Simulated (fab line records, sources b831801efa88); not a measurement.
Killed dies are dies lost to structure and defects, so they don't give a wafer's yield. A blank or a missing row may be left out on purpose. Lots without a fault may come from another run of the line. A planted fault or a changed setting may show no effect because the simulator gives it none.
Which tool did it? | flow gf180mcu | 6 lots, 18 wafers sampled, at 3 steps of a route of 602

WHAT THE GAUGES READ, wafer by wafer
GF_HV_LDD_TW_MEAS_38.
lot  | measured     | on            | HV_LDD_3_TW
L223 | day 13 22:20 | film_metro-01 | 1360 1370 1376
L225 | day 14 10:34 | film_metro-01 | 1362 1360 1357
L232 | day 16 16:28 | film_metro-01 | 1439 1436 1426
L234 | day 18 00:44 | film_metro-04 | 1449 1457 1448
L236 | day 18 14:11 | film_metro-01 | 1439 1421 1430
L238 | day 18 22:44 | film_metro-02 | 1442 1437 1431

WHICH TOOL RAN EACH LOT (tool, then ch and the chambers of the sampled wafers, then the start)
lot  | GF_VT_IMPLANT_STRIP_42               | GF_HV_LDD_IMPLANT_34
L223 | plasma_asher-04 ch 0,1, day 9 15:04  | implanter-03 ch 0, day 13 21:49
L225 | plasma_asher-01 ch 0,1, day 10 00:15 | implanter-03 ch 0, day 14 10:01
L232 | plasma_asher-03 ch 0, day 11 22:02   | implanter-02 ch 0, day 16 15:55
L234 | plasma_asher-04 ch 0,1, day 13 02:36 | implanter-02 ch 0, day 18 00:11
L236 | plasma_asher-03 ch 0,1, day 13 11:19 | implanter-04 ch 0, day 18 13:38
L238 | plasma_asher-01 ch 0,1, day 13 22:55 | implanter-02 ch 0, day 18 22:11
- GF_VT_IMPLANT_STRIP_42: strips in O2/N2.
- GF_HV_LDD_IMPLANT_34

THE ANSWER, worked out from the rows above alone
Rule: what is usual is taken from the lots themselves. Put in order of their means at a reading, lots are off if they are a third of the lots or fewer, leave a main group of 4 or more, and stand apart from it by a gap of 3 or more times the standard deviation of the main group's means; of several such gaps the widest counts. A main group whose means are all the same, to the digits that the tables above print for the reading, isn't used. A lot without any number at a reading at which 4 lots or more have one is off too. The other lots that the step has rows for count as sound.
Off: L223, L225, at GF_HV_LDD_TW_MEAS_38 (HV_LDD_3_TW). The main group: mean 1438, standard deviation 8.1.
A tool fits if, at a process step before that reading, it ran every lot that is off, and no sound lot after the first of them. The gauges at GF_HV_LDD_TW_MEAS_38 are tried like those tools. One fits: implanter-03 at GF_HV_LDD_IMPLANT_34. It ran no sound lot before its first lot that is off in this sample, so the start can't be narrowed down.

WHAT THE SIMULATOR HAD PUT IN
Process parameter drift: implanter-03, from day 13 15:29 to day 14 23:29, at GF_HV_LDD_IMPLANT_34. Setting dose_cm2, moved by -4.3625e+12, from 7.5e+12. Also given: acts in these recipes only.
Lots struck among those shown: L223, L225. The rule above found the same.
